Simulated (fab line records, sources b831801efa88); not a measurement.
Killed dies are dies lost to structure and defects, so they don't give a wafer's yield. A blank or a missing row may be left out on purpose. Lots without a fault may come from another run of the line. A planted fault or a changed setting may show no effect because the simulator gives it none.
Which tool did it? | flow sky130 | 11 lots, 33 wafers sampled, at 2 steps of a route of 708

WHAT THE GAUGES READ, wafer by wafer
SKY_VIA1_BOW_MEAS_03.
lot  | measured     | on            | VIA1_BOW (um)
L803 | day 32 17:28 | film_metro-01 | 86 75 74
L804 | day 32 19:44 | film_metro-04 | 80 68 67
L805 | day 33 15:03 | film_metro-04 | 87 86 86
L808 | day 34 18:55 | film_metro-02 | 75 81 80
L807 | day 34 20:11 | film_metro-02 | 78 78 73
L809 | day 35 06:17 | film_metro-01 | 74 83 78
L814 | day 36 13:13 | film_metro-04 | 79 77 84
L817 | day 37 11:46 | film_metro-02 | 77 83 78
L821 | day 38 21:59 | film_metro-04 | 89 76 70
L825 | day 39 18:59 | film_metro-04 | 69 71 72
L826 | day 39 23:13 | film_metro-01 | 68 72 83

WHICH TOOL RAN EACH LOT (tool, then ch and the chambers of the sampled wafers, then the start)
lot  | SKY_METAL1_METAL_ETCH_19
L803 | rie_metal-04 ch 0,1, day 32 16:14
L804 | rie_metal-02 ch 0,1, day 32 18:31
L805 | rie_metal-04 ch 0, day 33 13:49
L808 | rie_metal-04 ch 1, day 34 17:41
L807 | rie_metal-01 ch 0,1, day 34 19:02
L809 | rie_metal-04 ch 0,1, day 35 05:06
L814 | rie_metal-04 ch 0,1, day 36 12:04
L817 | rie_metal-04 ch 0,1, day 37 10:35
L821 | rie_metal-02 ch 0,1, day 38 20:49
L825 | rie_metal-01 ch 0, day 39 17:42
L826 | rie_metal-01 ch 0,1, day 39 21:58
- SKY_METAL1_METAL_ETCH_19: etches the open film in Cl2/BCl3, stops on SiO2, target depth 360 nm, time 78 s.

THE ANSWER, worked out from the rows above alone
Rule: what is usual is taken from the lots themselves. Put in order of their means at a reading, lots are off if they are a third of the lots or fewer, leave a main group of 4 or more, and stand apart from it by a gap of 3 or more times the standard deviation of the main group's means; of several such gaps the widest counts. A main group whose means are all the same, to the digits that the tables above print for the reading, isn't used. A lot without any number at a reading at which 4 lots or more have one is off too. The other lots that the step has rows for count as sound.
No lot is off at any reading shown: from this, nothing can be told.

WHAT THE SIMULATOR HAD PUT IN
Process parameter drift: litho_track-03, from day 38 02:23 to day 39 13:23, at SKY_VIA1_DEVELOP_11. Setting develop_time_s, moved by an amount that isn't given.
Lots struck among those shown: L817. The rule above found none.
